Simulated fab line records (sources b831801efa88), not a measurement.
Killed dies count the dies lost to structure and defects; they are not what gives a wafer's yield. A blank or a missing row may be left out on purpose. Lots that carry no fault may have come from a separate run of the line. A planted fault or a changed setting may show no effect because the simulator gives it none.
The tool behind it: which one? || flow gf180mcu || 18 wafers from 6 lots sampled at 2 of the route's 602 steps

## WHAT THE GAUGES SHOWED, per wafer
GF_VT_IMPLANT_RS_MEAS_48: a four-point-probe measurement.
{"lot": "L467", "measured": "day 8 16:50", "on": "film metro-04", "LVPWELL_RS (ohm/sq)": "1199 1196 1196"}
{"lot": "L469", "measured": "day 9 03:41", "on": "film metro-03", "LVPWELL_RS (ohm/sq)": "1196 1196 1198"}
{"lot": "L472", "measured": "day 10 00:53", "on": "film metro-01", "LVPWELL_RS (ohm/sq)": "1158 1158 1161 1157 1160 1160"}
{"lot": "L477", "measured": "day 11 11:08", "on": "film metro-03", "LVPWELL_RS (ohm/sq)": "1205 1202 1200"}
{"lot": "L479", "measured": "day 12 01:44", "on": "film metro-04", "LVPWELL_RS (ohm/sq)": "1194 1193 1193"}
{"lot": "L483", "measured": "day 13 02:08", "on": "film metro-04", "LVPWELL_RS (ohm/sq)": "1201 1206 1200"}

## WHICH TOOL RAN EACH LOT (tool, then ch and the chambers of the sampled wafers, then the start)
{"lot": "L467", "GF_LVPWELL_IMPLANT_09": "implanter-01 ch 0, day 4 20:29"}
{"lot": "L469", "GF_LVPWELL_IMPLANT_09": "implanter-04 ch 0, day 5 05:51"}
{"lot": "L472", "GF_LVPWELL_IMPLANT_09": "implanter-04 ch 0, day 5 23:26"}
{"lot": "L477", "GF_LVPWELL_IMPLANT_09": "implanter-02 ch 0, day 7 03:08"}
{"lot": "L479", "GF_LVPWELL_IMPLANT_09": "implanter-02 ch 0, day 7 14:00"}
{"lot": "L483", "GF_LVPWELL_IMPLANT_09": "implanter-02 ch 0, day 8 11:53"}
- GF_LVPWELL_IMPLANT_09

## THE ANSWER, worked out from the rows above alone
Rule: the lots themselves supply what counts as usual. Put in order of their means at a reading, lots are off if they are a third of the lots or fewer, leave a main group of 4 or more, and stand apart from it by a gap of 3 or more times the standard deviation of the main group's means; of several such gaps the widest counts. The tables above print the reading to a certain number of digits; a main group whose means all agree to those digits is not used. A lot without any number at a reading at which 4 lots or more have one is off too. The other lots that the step has rows for count as sound.
Off: at GF_VT_IMPLANT_RS_MEAS_48 (LVPWELL_RS), L472. Mean 1198 ohm/sq and standard deviation 3.5 in the main group.
A tool fits if, at a process step before that reading, it ran every lot that is off, and no sound lot after the first of them. The gauges at GF_VT_IMPLANT_RS_MEAS_48 are tried like those tools. Can't be told from this: 2 tools fit, implanter-04 at GF_LVPWELL_IMPLANT_09, film metro-01 at GF_VT_IMPLANT_RS_MEAS_48.

## WHAT THE SIMULATOR HAD PUT IN
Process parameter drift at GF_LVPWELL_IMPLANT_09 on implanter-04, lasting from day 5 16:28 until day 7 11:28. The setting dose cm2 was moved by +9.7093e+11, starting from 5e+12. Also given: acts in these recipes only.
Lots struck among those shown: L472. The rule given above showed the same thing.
